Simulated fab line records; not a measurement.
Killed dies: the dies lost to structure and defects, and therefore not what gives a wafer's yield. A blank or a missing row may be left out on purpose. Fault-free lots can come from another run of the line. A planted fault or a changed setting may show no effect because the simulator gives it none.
The tool behind it: which one? / flow sky130 / 24 lots, 72 wafers sampled, at 6 steps of a route of 708

WHAT THE GAUGES SHOWED, per wafer
SKY_VT_ADJUST_LVTN_TW_MEAS_21. Usual: VT_ADJUST_LVTN_2_TW gives 188.8 (standard deviation 1.7).
lot=L074; measured=day 8 01:58; on=filmMetro-02; VT_ADJUST_LVTN_2_TW=186.7 187.1 186.0; flag=
lot=L075; measured=day 8 10:46; on=filmMetro-04; VT_ADJUST_LVTN_2_TW=188.7 189.2 188.4; flag=
lot=L076; measured=day 8 15:27; on=filmMetro-04; VT_ADJUST_LVTN_2_TW=188.5 189.7 188.1; flag=
lot=L077; measured=day 8 22:14; on=filmMetro-02; VT_ADJUST_LVTN_2_TW=187.5 186.5 186.5; flag=
lot=L078; measured=day 9 07:19; on=filmMetro-02; VT_ADJUST_LVTN_2_TW=187.6 186.6 187.5; flag=
lot=L079; measured=day 9 10:17; on=filmMetro-04; VT_ADJUST_LVTN_2_TW=188.9 190.3 190.5; flag=
lot=L080; measured=day 9 16:55; on=filmMetro-02; VT_ADJUST_LVTN_2_TW=187.8 187.6 187.9; flag=
lot=L081; measured=day 9 23:22; on=filmMetro-02; VT_ADJUST_LVTN_2_TW=188.3 188.5 188.2; flag=
lot=L082; measured=day 10 09:13; on=filmMetro-04; VT_ADJUST_LVTN_2_TW=190.3 189.7 190.9; flag=
lot=L083; measured=day 10 17:28; on=filmMetro-03; VT_ADJUST_LVTN_2_TW=189.6 190.4 190.1; flag=
lot=L084; measured=day 10 21:15; on=filmMetro-03; VT_ADJUST_LVTN_2_TW=190.4 189.6 189.9; flag=
lot=L085; measured=day 11 05:19; on=filmMetro-04; VT_ADJUST_LVTN_2_TW=189.7 189.9 190.8; flag=
lot=L086; measured=day 11 12:07; on=filmMetro-03; VT_ADJUST_LVTN_2_TW=188.9 188.0 189.4; flag=
lot=L087; measured=day 11 15:35; on=filmMetro-03; VT_ADJUST_LVTN_2_TW=189.1 189.0 191.2; flag=
lot=L088; measured=day 12 02:05; on=filmMetro-03; VT_ADJUST_LVTN_2_TW=190.2 190.0 190.8; flag=
lot=L089; measured=day 12 17:16; on=filmMetro-02; VT_ADJUST_LVTN_2_TW=186.4 185.7 185.4; flag=
lot=L090; measured=day 12 19:35; on=filmMetro-04; VT_ADJUST_LVTN_2_TW=191.8 190.1 190.6; flag=
lot=L091; measured=day 12 21:23; on=filmMetro-02; VT_ADJUST_LVTN_2_TW=185.8 186.3 186.0; flag=
lot=L092; measured=day 12 23:46; on=filmMetro-04; VT_ADJUST_LVTN_2_TW=190.7 191.5 191.6; flag=
lot=L093; measured=day 13 00:43; on=filmMetro-04; VT_ADJUST_LVTN_2_TW=190.7 190.1 190.1; flag=
lot=L094; measured=day 13 23:13; on=filmMetro-02; VT_ADJUST_LVTN_2_TW=186.4 187.4 188.1; flag=
lot=L095; measured=day 14 00:28; on=filmMetro-02; VT_ADJUST_LVTN_2_TW=186.5 187.6 187.9; flag=
lot=L096; measured=day 14 01:48; on=filmMetro-04; VT_ADJUST_LVTN_2_TW=189.7 189.0 188.4; flag=
lot=L097; measured=day 14 18:22; on=filmMetro-02; VT_ADJUST_LVTN_2_TW=187.9 187.5 187.9; flag=

SKY_LDD_P_OVL_MEAS_08. Usual: LDD_P_OVL gives -0.3 nm (standard deviation 1.2).
lot=L074; measured=day 19 22:42; on=overlay-02; LDD_P_OVL (nm)=-1.4 0.0 1.4; flag=
lot=L075; measured=day 20 22:15; on=overlay-01; LDD_P_OVL (nm)=0.1 0.7 -0.5; flag=
lot=L076; measured=day 20 18:18; on=overlay-02; LDD_P_OVL (nm)=0.6 1.2 0.9; flag=
lot=L077; measured=day 20 22:01; on=overlay-02; LDD_P_OVL (nm)=-1.1 -2.5 -2.3; flag=
lot=L078; measured=day 21 17:23; on=overlay-01; LDD_P_OVL (nm)=-0.5 -0.2 -0.7; flag=
lot=L079; measured=day 21 22:50; on=overlay-01; LDD_P_OVL (nm)=-1.8 -2.8 -1.1; flag=
lot=L080; measured=day 22 01:24; on=overlay-02; LDD_P_OVL (nm)=-2.7 -0.7 0.2; flag=
lot=L081; measured=day 22 04:57; on=overlay-01; LDD_P_OVL (nm)=1.3 -0.8 0.0; flag=
lot=L082; measured=day 23 02:29; on=overlay-02; LDD_P_OVL (nm)=-2.0 1.8 1.5; flag=
lot=L083; measured=day 23 07:11; on=overlay-02; LDD_P_OVL (nm)=0.0 -0.1 -0.3; flag=
lot=L084; measured=day 23 10:05; on=overlay-02; LDD_P_OVL (nm)=1.0 -1.4 0.5; flag=
lot=L085; measured=day 23 23:44; on=overlay-02; LDD_P_OVL (nm)=-1.4 -1.1 -0.5; flag=
lot=L086; measured=day 24 16:38; on=overlay-02; LDD_P_OVL (nm)=-0.2 -0.3 0.4; flag=
lot=L087; measured=day 24 12:05; on=overlay-02; LDD_P_OVL (nm)=-0.2 -0.3 -1.9; flag=
lot=L088; measured=day 24 17:07; on=overlay-02; LDD_P_OVL (nm)=-1.0 -0.5 0.1; flag=
lot=L089; measured=day 25 10:41; on=overlay-02; LDD_P_OVL (nm)=-2.7 -0.6 -0.1; flag=
lot=L090; measured=day 25 15:47; on=overlay-02; LDD_P_OVL (nm)=0.3 1.0 1.0; flag=
lot=L091; measured=day 25 16:38; on=overlay-02; LDD_P_OVL (nm)=-1.0 -1.0 0.5; flag=
lot=L092; measured=day 25 21:02; on=overlay-02; LDD_P_OVL (nm)=-1.3 -1.4 -3.3; flag=
lot=L093; measured=day 26 01:07; on=overlay-02; LDD_P_OVL (nm)=-1.3 -1.1 -0.6; flag=
lot=L094; measured=day 26 23:05; on=overlay-02; LDD_P_OVL (nm)=0.6 0.2 0.2; flag=
lot=L095; measured=day 27 03:30; on=overlay-02; LDD_P_OVL (nm)=0.0 -0.7 -1.0; flag=
lot=L096; measured=day 27 04:06; on=overlay-02; LDD_P_OVL (nm)=-0.2 -1.0 -1.3; flag=
lot=L097; measured=day 27 22:26; on=overlay-02; LDD_P_OVL (nm)=0.8 0.4 1.4; flag=

SKY_LDD_HVP_TW_MEAS_10. Usual: LDD_HVP_TW gives 458 (standard deviation 3.6).
lot=L074; measured=day 22 11:37; on=filmMetro-03; LDD_HVP_TW=457 460 458; flag=
lot=L075; measured=day 23 12:47; on=filmMetro-04; LDD_HVP_TW=462 459 460; flag=
lot=L076; measured=day 23 09:02; on=filmMetro-03; LDD_HVP_TW=455 456 455; flag=
lot=L077; measured=day 23 12:20; on=filmMetro-03; LDD_HVP_TW=456 459 458; flag=
lot=L078; measured=day 24 06:52; on=filmMetro-03; LDD_HVP_TW=459 458 458; flag=
lot=L079; measured=day 24 11:59; on=filmMetro-04; LDD_HVP_TW=462 461 457; flag=
lot=L080; measured=day 24 14:09; on=filmMetro-04; LDD_HVP_TW=461 461 460; flag=
lot=L081; measured=day 24 17:34; on=filmMetro-04; LDD_HVP_TW=461 462 460; flag=
lot=L082; measured=day 25 14:42; on=filmMetro-03; LDD_HVP_TW=460 462 460; flag=
lot=L083; measured=day 25 19:02; on=filmMetro-03; LDD_HVP_TW=459 461 461; flag=
lot=L084; measured=day 25 21:29; on=filmMetro-03; LDD_HVP_TW=462 458 462; flag=
lot=L085; measured=day 26 12:19; on=filmMetro-03; LDD_HVP_TW=459 460 457; flag=
lot=L086; measured=day 27 03:41; on=filmMetro-02; LDD_HVP_TW=453 452 455; flag=
lot=L087; measured=day 27 00:28; on=filmMetro-04; LDD_HVP_TW=462 462 461; flag=
lot=L088; measured=day 27 04:05; on=filmMetro-02; LDD_HVP_TW=454 453 452; flag=
lot=L089; measured=day 27 21:41; on=filmMetro-04; LDD_HVP_TW=463 463 463; flag=
lot=L090; measured=day 28 03:20; on=filmMetro-04; LDD_HVP_TW=461 461 458; flag=
lot=L091; measured=day 28 03:59; on=filmMetro-02; LDD_HVP_TW=451 450 451; flag=
lot=L092; measured=day 28 08:07; on=filmMetro-02; LDD_HVP_TW=451 453 453; flag=
lot=L093; measured=day 28 11:49; on=filmMetro-03; LDD_HVP_TW=457 457 458; flag=
lot=L094; measured=day 29 09:23; on=filmMetro-02; LDD_HVP_TW=453 452 451; flag=
lot=L095; measured=day 29 13:23; on=filmMetro-04; LDD_HVP_TW=463 462 462; flag=
lot=L096; measured=day 29 14:49; on=filmMetro-03; LDD_HVP_TW=461 461 459; flag=
lot=L097; measured=day 30 07:59; on=filmMetro-04; LDD_HVP_TW=458 457 461; flag=

SKY_LI_CONTACT_CD_MEAS_12: the cd target is 170 nm. Usual: cdNm at 169.8 nm, with a standard deviation of 1.5.
lot=L074; measured=day 29 23:01; on=cdSem-02; cdNm (nm)=169.9 168.0 169.4; flag=
lot=L075; measured=day 31 00:43; on=cdSem-02; cdNm (nm)=170.1 169.6 169.5; flag=
lot=L076; measured=day 30 20:41; on=cdSem-02; cdNm (nm)=169.8 170.8 169.8; flag=
lot=L077; measured=day 30 23:07; on=cdSem-01; cdNm (nm)=170.9 171.6 172.6; flag=
lot=L078; measured=day 31 17:50; on=cdSem-01; cdNm (nm)=169.2 168.8 168.6; flag=
lot=L079; measured=day 31 21:13; on=cdSem-01; cdNm (nm)=169.8 170.6 169.7; flag=
lot=L080; measured=day 32 04:50; on=cdSem-01; cdNm (nm)=172.3 173.1 172.1; flag=
lot=L081; measured=day 32 03:49; on=cdSem-02; cdNm (nm)=170.2 171.2 169.0; flag=
lot=L082; measured=day 32 22:27; on=cdSem-01; cdNm (nm)=169.9 169.3 170.3; flag=
lot=L083; measured=day 33 01:33; on=cdSem-01; cdNm (nm)=168.9 167.4 166.7; flag=
lot=L084; measured=day 33 06:59; on=cdSem-01; cdNm (nm)=171.1 171.0 170.4; flag=
lot=L085; measured=day 33 16:02; on=cdSem-01; cdNm (nm)=171.8 172.6 172.0; flag=
lot=L086; measured=day 34 09:31; on=cdSem-01; cdNm (nm)=167.6 168.2 168.4; flag=
lot=L087; measured=day 34 06:28; on=cdSem-02; cdNm (nm)=170.9 171.8 170.8; flag=
lot=L088; measured=day 34 12:18; on=cdSem-01; cdNm (nm)=169.4 169.8 168.6; flag=
lot=L089; measured=day 35 02:37; on=cdSem-01; cdNm (nm)=169.3 169.4 169.8; flag=
lot=L090; measured=day 35 04:54; on=cdSem-02; cdNm (nm)=170.8 169.0 169.9; flag=
lot=L091; measured=day 35 06:07; on=cdSem-02; cdNm (nm)=169.2 169.1 170.1; flag=
lot=L092; measured=day 35 14:14; on=cdSem-02; cdNm (nm)=169.8 167.4 168.1; flag=
lot=L093; measured=day 35 16:02; on=cdSem-01; cdNm (nm)=168.7 169.6 169.1; flag=
lot=L094; measured=day 36 08:51; on=cdSem-02; cdNm (nm)=169.1 168.2 167.2; flag=
lot=L095; measured=day 36 15:46; on=cdSem-01; cdNm (nm)=171.0 171.4 172.0; flag=
lot=L096; measured=day 36 17:40; on=cdSem-01; cdNm (nm)=172.7 171.9 171.4; flag=
lot=L097; measured=day 37 08:04; on=cdSem-01; cdNm (nm)=169.7 169.3 169.1; flag=

SKY_METAL1_OVL_MEAS_16. Usual: METAL1_OVL gives 0 nm (standard deviation 5.2).
lot=L074; measured=day 33 15:48; on=overlay-02; METAL1_OVL (nm)=4 0 4; flag=
lot=L075; measured=day 34 16:30; on=overlay-02; METAL1_OVL (nm)=1 -4 -3; flag=
lot=L076; measured=day 34 13:09; on=overlay-02; METAL1_OVL (nm)=0 4 2; flag=
lot=L077; measured=day 34 15:04; on=overlay-01; METAL1_OVL (nm)=-4 -9 0; flag=
lot=L078; measured=day 35 08:20; on=overlay-01; METAL1_OVL (nm)=0 -1 0; flag=
lot=L079; measured=day 35 12:10; on=overlay-01; METAL1_OVL (nm)=-8 2 -6; flag=
lot=L080; measured=day 35 20:04; on=overlay-02; METAL1_OVL (nm)=6 3 4; flag=
lot=L081; measured=day 35 18:25; on=overlay-01; METAL1_OVL (nm)=-1 -2 -3; flag=
lot=L082; measured=day 36 12:37; on=overlay-01; METAL1_OVL (nm)=-4 1 -4; flag=
lot=L083; measured=day 36 17:01; on=overlay-01; METAL1_OVL (nm)=7 5 3; flag=
lot=L084; measured=day 36 21:11; on=overlay-01; METAL1_OVL (nm)=4 4 2; flag=
lot=L085; measured=day 37 05:48; on=overlay-02; METAL1_OVL (nm)=4 2 0; flag=
lot=L086; measured=day 37 23:59; on=overlay-02; METAL1_OVL (nm)=-7 -3 0; flag=
lot=L087; measured=day 37 19:44; on=overlay-01; METAL1_OVL (nm)=0 1 6; flag=
lot=L088; measured=day 38 01:31; on=overlay-01; METAL1_OVL (nm)=-12 -12 -8; flag=
lot=L089; measured=day 38 14:45; on=overlay-01; METAL1_OVL (nm)=3 8 6; flag=
lot=L090; measured=day 38 16:55; on=overlay-01; METAL1_OVL (nm)=3 6 -1; flag=
lot=L091; measured=day 38 19:00; on=overlay-02; METAL1_OVL (nm)=1 -6 -2; flag=
lot=L092; measured=day 39 02:54; on=overlay-01; METAL1_OVL (nm)=-12 2 -17; flag=
lot=L093; measured=day 39 04:04; on=overlay-01; METAL1_OVL (nm)=-4 -2 6; flag=
lot=L094; measured=day 39 20:34; on=overlay-02; METAL1_OVL (nm)=0 4 -1; flag=
lot=L095; measured=day 40 00:59; on=overlay-01; METAL1_OVL (nm)=-5 0 -5; flag=
lot=L096; measured=day 40 05:24; on=overlay-01; METAL1_OVL (nm)=5 1 2; flag=
lot=L097; measured=day 40 18:06; on=overlay-01; METAL1_OVL (nm)=4 2 2; flag=

WHAT TOOL EACH LOT RAN ON (gives the tool, then ch and the chambers of the sampled wafers, and finally the start)
lot=L074; SKY_VT_ADJUST_PCH_STRIP_09=plasmaAsher-03 ch 0,1, day 10 21:58
lot=L075; SKY_VT_ADJUST_PCH_STRIP_09=plasmaAsher-03 ch 0,1, day 11 07:46
lot=L076; SKY_VT_ADJUST_PCH_STRIP_09=plasmaAsher-03 ch 0,1, day 11 13:19
lot=L077; SKY_VT_ADJUST_PCH_STRIP_09=plasmaAsher-03 ch 0,1, day 11 20:00
lot=L078; SKY_VT_ADJUST_PCH_STRIP_09=plasmaAsher-04 ch 0,1, day 12 15:10
lot=L079; SKY_VT_ADJUST_PCH_STRIP_09=plasmaAsher-01 ch 0,1, day 12 17:33
lot=L080; SKY_VT_ADJUST_PCH_STRIP_09=plasmaAsher-04 ch 0,1, day 12 19:37
lot=L081; SKY_VT_ADJUST_PCH_STRIP_09=plasmaAsher-01 ch 0,1, day 12 21:13
lot=L082; SKY_VT_ADJUST_PCH_STRIP_09=plasmaAsher-01 ch 0,1, day 13 18:34
lot=L083; SKY_VT_ADJUST_PCH_STRIP_09=plasmaAsher-03 ch 0, day 13 21:43
lot=L084; SKY_VT_ADJUST_PCH_STRIP_09=plasmaAsher-01 ch 0,1, day 13 23:10
lot=L085; SKY_VT_ADJUST_PCH_STRIP_09=plasmaAsher-04 ch 0,1, day 14 02:43
lot=L086; SKY_VT_ADJUST_PCH_STRIP_09=plasmaAsher-04 ch 0,1, day 15 02:28
lot=L087; SKY_VT_ADJUST_PCH_STRIP_09=plasmaAsher-01 ch 0,1, day 15 02:51
lot=L088; SKY_VT_ADJUST_PCH_STRIP_09=plasmaAsher-04 ch 0,1, day 15 04:59
lot=L089; SKY_VT_ADJUST_PCH_STRIP_09=plasmaAsher-04 ch 0,1, day 16 00:19
lot=L090; SKY_VT_ADJUST_PCH_STRIP_09=plasmaAsher-01 ch 0,1, day 16 03:21
lot=L091; SKY_VT_ADJUST_PCH_STRIP_09=plasmaAsher-04 ch 0,1, day 16 06:52
lot=L092; SKY_VT_ADJUST_PCH_STRIP_09=plasmaAsher-03 ch 0,1, day 16 09:40
lot=L093; SKY_VT_ADJUST_PCH_STRIP_09=plasmaAsher-04 ch 0,1, day 16 10:13
lot=L094; SKY_VT_ADJUST_PCH_STRIP_09=plasmaAsher-01 ch 0,1, day 17 10:40
lot=L095; SKY_VT_ADJUST_PCH_STRIP_09=plasmaAsher-04 ch 1, day 17 12:31
lot=L096; SKY_VT_ADJUST_PCH_STRIP_09=plasmaAsher-03 ch 0,1, day 17 14:37
lot=L097; SKY_VT_ADJUST_PCH_STRIP_09=plasmaAsher-03 ch 0,1, day 18 08:31
- SKY_VT_ADJUST_PCH_STRIP_09: strips in O2/N2.

AS READ BY THE TOOLS THEMSELVES (means over the sampled wafers that have a number; for cases with no such wafer, the mark the record gives instead)
SKY_VT_ADJUST_PCH_STRIP_09. Usual: drypumpMotorCurrentA 6.0 A, standard deviation 0.35; oesProductAu 0.722 a.u., standard deviation 0.0043; stripTimeToEndpointS 36.97 s, standard deviation 0.1.
lot=L074; tool=plasmaAsher-03; drypumpMotorCurrentA (A)=6.1; oesProductAu (a.u.)=0.720; stripTimeToEndpointS (s)=37.02; flag=
lot=L075; tool=plasmaAsher-03; drypumpMotorCurrentA (A)=6.1; oesProductAu (a.u.)=0.722; stripTimeToEndpointS (s)=36.93; flag=
lot=L076; tool=plasmaAsher-03; drypumpMotorCurrentA (A)=6.1; oesProductAu (a.u.)=0.721; stripTimeToEndpointS (s)=36.87; flag=
lot=L077; tool=plasmaAsher-03; drypumpMotorCurrentA (A)=6.1; oesProductAu (a.u.)=0.724; stripTimeToEndpointS (s)=36.95; flag=
lot=L078; tool=plasmaAsher-04; drypumpMotorCurrentA (A)=6.3; oesProductAu (a.u.)=0.722; stripTimeToEndpointS (s)=37.00; flag=
lot=L079; tool=plasmaAsher-01; drypumpMotorCurrentA (A)=5.6; oesProductAu (a.u.)=0.720; stripTimeToEndpointS (s)=36.85; flag=
lot=L080; tool=plasmaAsher-04; drypumpMotorCurrentA (A)=6.3; oesProductAu (a.u.)=0.724; stripTimeToEndpointS (s)=37.03; flag=
lot=L081; tool=plasmaAsher-01; drypumpMotorCurrentA (A)=5.6; oesProductAu (a.u.)=0.718; stripTimeToEndpointS (s)=36.97; flag=
lot=L082; tool=plasmaAsher-01; drypumpMotorCurrentA (A)=6.0; oesProductAu (a.u.)=0.721; stripTimeToEndpointS (s)=37.04; flag=
lot=L083; tool=plasmaAsher-03; drypumpMotorCurrentA (A)=6.1; oesProductAu (a.u.)=0.723; stripTimeToEndpointS (s)=36.85; flag=
lot=L084; tool=plasmaAsher-01; drypumpMotorCurrentA (A)=5.7; oesProductAu (a.u.)=0.726; stripTimeToEndpointS (s)=37.19; flag=
lot=L085; tool=plasmaAsher-04; drypumpMotorCurrentA (A)=6.3; oesProductAu (a.u.)=0.725; stripTimeToEndpointS (s)=36.86; flag=
lot=L086; tool=plasmaAsher-04; drypumpMotorCurrentA (A)=6.1; oesProductAu (a.u.)=0.723; stripTimeToEndpointS (s)=37.05; flag=
lot=L087; tool=plasmaAsher-01; drypumpMotorCurrentA (A)=6.0; oesProductAu (a.u.)=0.722; stripTimeToEndpointS (s)=36.87; flag=
lot=L088; tool=plasmaAsher-04; drypumpMotorCurrentA (A)=6.2; oesProductAu (a.u.)=0.722; stripTimeToEndpointS (s)=36.91; flag=
lot=L089; tool=plasmaAsher-04; drypumpMotorCurrentA (A)=6.3; oesProductAu (a.u.)=0.722; stripTimeToEndpointS (s)=37.08; flag=
lot=L090; tool=plasmaAsher-01; drypumpMotorCurrentA (A)=5.6; oesProductAu (a.u.)=0.724; stripTimeToEndpointS (s)=36.87; flag=
lot=L091; tool=plasmaAsher-04; drypumpMotorCurrentA (A)=6.2; oesProductAu (a.u.)=0.718; stripTimeToEndpointS (s)=37.01; flag=
lot=L092; tool=plasmaAsher-03; drypumpMotorCurrentA (A)=6.1; oesProductAu (a.u.)=0.720; stripTimeToEndpointS (s)=36.89; flag=
lot=L093; tool=plasmaAsher-04; drypumpMotorCurrentA (A)=6.1; oesProductAu (a.u.)=0.722; stripTimeToEndpointS (s)=36.95; flag=
lot=L094; tool=plasmaAsher-01; drypumpMotorCurrentA (A)=6.0; oesProductAu (a.u.)=0.717; stripTimeToEndpointS (s)=36.95; flag=
lot=L095; tool=plasmaAsher-04; drypumpMotorCurrentA (A)=6.0; oesProductAu (a.u.)=0.721; stripTimeToEndpointS (s)=37.03; flag=
lot=L096; tool=plasmaAsher-03; drypumpMotorCurrentA (A)=6.0; oesProductAu (a.u.)=0.722; stripTimeToEndpointS (s)=37.00; flag=
lot=L097; tool=plasmaAsher-03; drypumpMotorCurrentA (A)=6.1; oesProductAu (a.u.)=0.725; stripTimeToEndpointS (s)=36.98; flag=

THE ANSWER, worked out from the rows above alone
Rule: a lot is off if the mean of its wafers that have a number lies more than 3 standard deviations from the usual mean. A lot without any number at a reading at which 4 lots or more have one is off too. Any other lot the step has rows for is counted as sound. The gauges are gone through in route order, then the tools' own readings, and for those a lot's mean is taken as printed above. At the first step where some lot is off, the reading lying furthest off is the one used; lots without a number count as furthest.
None of the lots is off at any reading shown; this tells nothing.

WHAT THE SIMULATOR HAD PUT IN
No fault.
